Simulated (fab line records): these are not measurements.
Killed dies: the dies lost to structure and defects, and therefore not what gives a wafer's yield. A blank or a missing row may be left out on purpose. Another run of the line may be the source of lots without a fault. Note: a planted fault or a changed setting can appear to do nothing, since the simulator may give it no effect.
One fault seen from 2 desks | flow sky130 | what lay behind the numbers comes last; until then each desk has only its own

## FOR THE TOOL OWNER'S DESK: pecvd-04
The tool's own readings at SKY_CAP2M_CVD_00 (deposits SiO2, target thk 15.5 nm): means of the sampled wafers that have a number, for each lot that ran on this tool. A lot is out of limits, marked OUT, if its mean lies more than 4 standard deviations from the usual mean; the brackets give that distance.
Columns: A = heater-power-outer-w at SKY_CAP2M_CVD_00, usual 424 W; B = heater-power-w at SKY_CAP2M_CVD_00, usual 709 W
lot  | first seen here | A   | B
L536 | day 40 16:07    | 411 | 716
L539 | day 42 11:29    | 434 | 747
L549 | day 44 08:07    | 437 | 722
L550 | day 44 20:07    | 440 | 733
Finding of this desk: none of the 4 lots has anything out of limits.

## METROLOGY DESK
What the gauges read, lot by lot, whatever tool the lot ran on: means of the sampled wafers that have a number. A lot is out of limits, marked OUT, if its mean lies more than 4 standard deviations from the usual mean; the brackets give that distance.
Columns: A = VIA3_OVL at SKY_VIA3_OVL_MEAS_13, usual 1 nm; B = CAP2M_CVD_00_THK at SKY_CAP2M_THK_MEAS_01, usual 15.42 nm
lot  | first seen here | A  | B
L532 | day 39 16:05    | 2  | 15.38
L534 | day 40 11:38    | 5  | 15.81
L536 | day 40 14:32    | 10 | 15.33
L538 | day 42 08:20    | -4 | 15.21
L539 | day 42 09:56    | 2  | 15.77
L541 | day 42 12:29    | -3 | 15.20
L548 | day 44 00:59    | 0  | 15.57
L549 | day 44 06:33    | 2  | 10.75 (-20) OUT
L550 | day 44 18:32    | 5  | 10.82 (-20) OUT
L553 | day 45 10:40    | -5 | 15.32
L555 | day 45 19:50    | -3 | 15.26
This desk reports L549, L550 out of limits; the earliest was L549 at day 44 08:10 (CAP2M_CVD_00_THK at SKY_CAP2M_THK_MEAS_01). Within limits: L532, L534, L536, L538, L539, L541, L548, L553, L555.

## ALL TOGETHER
At day 44 08:10 the metrology desk could have sounded an alarm, on L549, L550.
The desk of the tool owner found nothing out of limits.
The tool owner's desk has L549, L550 on record, within its limits.
Every lot named ran SKY_CAP2M_CVD_00 on pecvd-04.

## WHAT THE SIMULATOR HAD INSERTED
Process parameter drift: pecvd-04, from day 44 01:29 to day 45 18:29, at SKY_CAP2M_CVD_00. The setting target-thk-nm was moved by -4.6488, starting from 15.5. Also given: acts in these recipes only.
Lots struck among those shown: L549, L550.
Time in hours between the start of the fault and the first out-of-limits reading at each desk: metrology desk, 7.
